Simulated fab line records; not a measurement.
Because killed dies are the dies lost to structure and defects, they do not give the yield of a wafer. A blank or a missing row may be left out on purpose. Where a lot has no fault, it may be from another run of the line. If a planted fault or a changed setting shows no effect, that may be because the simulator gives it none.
Matching of chambers || flow gf180mcu || pecvd-04 running GF_SAB_CVD_00: 3 sister chambers
The step deposits SiO2 from TEOS, target thk 50 nm, time 4.9302 s. 3 wafers are shown with their chamber, then 7 later ones without.

WAFERS, EACH WITH ITS CHAMBER
{"wafer": "L302.1", "chamber": 0, "rf fwd power W (W)": 585.3}
{"wafer": "L304.5", "chamber": 1, "rf fwd power W (W)": 590.5}
{"wafer": "L314.4", "chamber": 2, "rf fwd power W (W)": 584.3}

WAFERS WHOSE CHAMBER IS MISSING
{"wafer": "L314.5", "rf fwd power W (W)": 586.4}
{"wafer": "L315.1", "rf fwd power W (W)": 584.7}
{"wafer": "L315.5", "rf fwd power W (W)": 590.6}
{"wafer": "L315.6", "rf fwd power W (W)": 583.9}
{"wafer": "L320.2", "rf fwd power W (W)": 583.1}
{"wafer": "L320.3", "rf fwd power W (W)": 587.6}
{"wafer": "L320.5", "rf fwd power W (W)": 585.2}

CHAMBER TAKEN BY EACH
{"wafer": "L314.5", "from the rows above": "can't be placed: 0 or 2", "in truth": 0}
{"wafer": "L315.1", "from the rows above": "can't be placed: 2 or 0", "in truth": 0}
{"wafer": "L315.5", "from the rows above": 1, "in truth": 1}
{"wafer": "L315.6", "from the rows above": "can't be placed: 2 or 0", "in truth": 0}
{"wafer": "L320.2", "from the rows above": "can't be placed: 2 or 0", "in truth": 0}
{"wafer": "L320.3", "from the rows above": "can't be placed: 0 or 1 or 2", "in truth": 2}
{"wafer": "L320.5", "from the rows above": "can't be placed: 0 or 2", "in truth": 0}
Placed correctly: 1 of 7. These rows do not allow placing 6 (true chamber among the candidates in 6). Number placed wrongly: 0.
How it was worked out, from the rows above alone: a wafer's distance from a chamber is the root of the sum, over the readings, of the square of ((its reading less the chamber's mean) divided by the reading's scatter). If the next closest chamber is less than 2 further off than the closest, the wafer can't be placed; otherwise it belongs to the closest. A chamber's mean is the mean of its shown wafers. The scatter: root of mean squared gap, hidden wafer to nearest shown wafer, with one shown wafer a chamber.
